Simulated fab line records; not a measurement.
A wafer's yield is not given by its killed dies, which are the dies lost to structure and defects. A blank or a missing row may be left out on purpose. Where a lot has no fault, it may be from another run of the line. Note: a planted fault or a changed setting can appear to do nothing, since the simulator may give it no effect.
A struck lot beside a sound one + flow gf180mcu + 15 steps out of a route of 602
Sound: these wafers, L631.1, L631.4, L631.6. Struck: wafers L638.3, L638.5, L638.6. Last of all comes the cause.
Order at every step that has rows: each side's tool, ch and its chambers, its first start. Under that, the readings that differ: sound wafers + struck wafers + difference of the means + sigmas: that difference in standard deviations of wafers without a fault.
alike: readings with means less than 2 such deviations apart, plus words and numbers identical on both sides. not compared: withheld readings, readings lacking a value on some wafer, bounds such as >300 that could conceal the same value, and numbers that have no deviation in the record and whose values overlap.
The two part at a step that has a row with sigmas, a row that says differs or no value, or rows on one side only. Numbers that don't overlap but have no deviation are shown without sigmas and don't part them. Lack of a reading on every wafer of one side parts them only where that side has two or more wafers.

first, 5 steps without rows for these wafers: GF_V5_COAT_09 (resist thk 1000 nm); GF_V5_SOFTBAKE_10 (time 60 s); GF_V5_EXPOSE_11 (exposes mask Via5, target cd 260 nm); GF_V5_PEB_12 (peb time 90 s); GF_V5_DEVELOP_13 (develop time 60 s).
GF_V5_CD_MEAS_14: target cd 260 nm.
  struck on cdSem-01, day 30 06:47; sound on cdSem-02, day 28 03:14
  alike: cdNm
GF_V5_OVL_MEAS_15:
  struck on overlay-01, day 30 06:52; sound on overlay-01, day 28 03:22
  alike: V5_OVL
GF_V5_ETCH_16: etches BARC in N2/H2.
  sound on rieDiel-04 ch 1,2, day 28 03:23; struck on rieDiel-04 ch 1,2,3, day 30 06:53
  alike: drypumpMotorCurrentA, oesProductAu, throttleValvePct
GF_V5_ETCH_17: etches SiO2 in C4F8/O2/Ar, stops on TiN, target depth 855 nm.
  sound on rieDiel-04 ch 1,2; struck on rieDiel-04 ch 1,2,3
  alike: oesProductAu
GF_V5_STRIP_18: strips in O2/N2.
  sound on plasmaAsher-02 ch 0,1, day 28 03:32; struck on plasmaAsher-02 ch 0,1, day 30 07:05
  alike: drypumpMotorCurrentA, heaterPowerW, oesProductAu, platenTempC
  not compared: rfHoursCounterH
then, 2 steps without rows for these wafers: GF_V5_STRIP_19 (strips in post etch residue remover, time 1200 s); GF_V5_CLEAN_20 (cleans in DIW).
GF_V5_SPUTTER_21: material Ti, target thk 15 nm, time 80.02 s.
  struck on pvdSputter-01, day 30 07:35; sound on pvdSputter-01, day 28 04:05
| reading                              | sound             | struck            | difference | sigmas |
|--------------------------------------|-------------------|-------------------|------------|--------|
| chamberPressurePa (Pa)               | 4.994 5.006 5.002 | 4.569 4.567 4.556 | -0.437     | -47    |
| model.Ti_of_V5_SPUTTER_21.thkNm (nm) | 15.01 14.92 15.02 | 16.54 16.3 16.48  | +1.46      |        |
  alike: throttleValvePct
GF_V5_SPUTTER_22: material TiN, target thk 10 nm, time 40 s.
  struck on pvdSputter-01, day 30 07:38; sound on pvdSputter-01, day 28 04:09
  alike: chamberPressurePa, throttleValvePct
GF_PASSIVATION_PROBE_99:
  the record holds rows for the sound wafers here (prober-02, day 29 22:46) but none for the struck ones

## WHERE THEY PART
At GF_V5_SPUTTER_21 first; at GF_PASSIVATION_PROBE_99 last (within this record only).

WHY: the cause the simulator had injected
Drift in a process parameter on pvdSputter-01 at GF_V5_SPUTTER_21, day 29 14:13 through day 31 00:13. From 5, the setting chamberPressurePa moved by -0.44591. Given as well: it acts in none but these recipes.
